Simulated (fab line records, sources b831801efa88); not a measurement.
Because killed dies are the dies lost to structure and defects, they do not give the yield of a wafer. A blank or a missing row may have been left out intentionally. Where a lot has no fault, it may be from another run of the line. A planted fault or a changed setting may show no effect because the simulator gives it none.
Chamber matching -- flow sky130 -- 4 sister chambers for SKY_VIA2_CMP_02 on cmp-01
The step polishes SiO2. 8 wafers are shown with their chamber, then 7 later ones without.

## WAFERS WITH THEIR CHAMBER
wafer,chamber,motor_current_A (A),slurry_filter_dp_kPa (kPa)
L775.4,0,12.0,13.80
L776.1,3,12.5,13.55
L776.4,0,14.0,13.41
L777.1,1,12.9,13.24
L777.3,2,13.0,13.31
L777.6,1,12.6,13.33
L780.1,3,12.5,13.56
L780.3,2,12.9,13.46

## WAFERS WITHOUT THEIR CHAMBER
wafer,motor_current_A (A),slurry_filter_dp_kPa (kPa)
L780.4,12.5,13.78
L783.2,12.3,13.76
L783.4,12.1,13.39
L783.5,12.4,13.49
L787.1,12.9,13.72
L787.2,12.8,13.42
L787.3,13.3,13.69

## THE CHAMBER EACH PASSED THROUGH
wafer,from the rows above,in truth
L780.4,can't be placed: 0 or 3 or 2 or 1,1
L783.2,can't be placed: 3 or 0 or 2 or 1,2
L783.4,can't be placed: 1 or 2 or 3 or 0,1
L783.5,can't be placed: 3 or 2 or 0 or 1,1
L787.1,can't be placed: 0 or 3 or 2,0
L787.2,can't be placed: 2 or 1 or 3 or 0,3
L787.3,can't be placed: 0 or 3 or 2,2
Placed correctly: 0 of 7. Unplaceable from these rows: 7, with the true chamber sitting among the candidates in 7. Number placed wrongly: 0.
How it was worked out, from the rows above alone: a wafer's distance from a chamber is the root of the sum, over the readings, of the square of ((its reading less the chamber's mean) divided by the reading's scatter). The wafer belongs to the nearest chamber; if the next one is less than 2 further off, it can't be placed. For every chamber, the mean is computed from those of its wafers that are shown. The scatter is the square root of a quotient: the sum, over the shown wafers, of each reading's squared deviation from its chamber's mean, divided by wafers minus chambers.
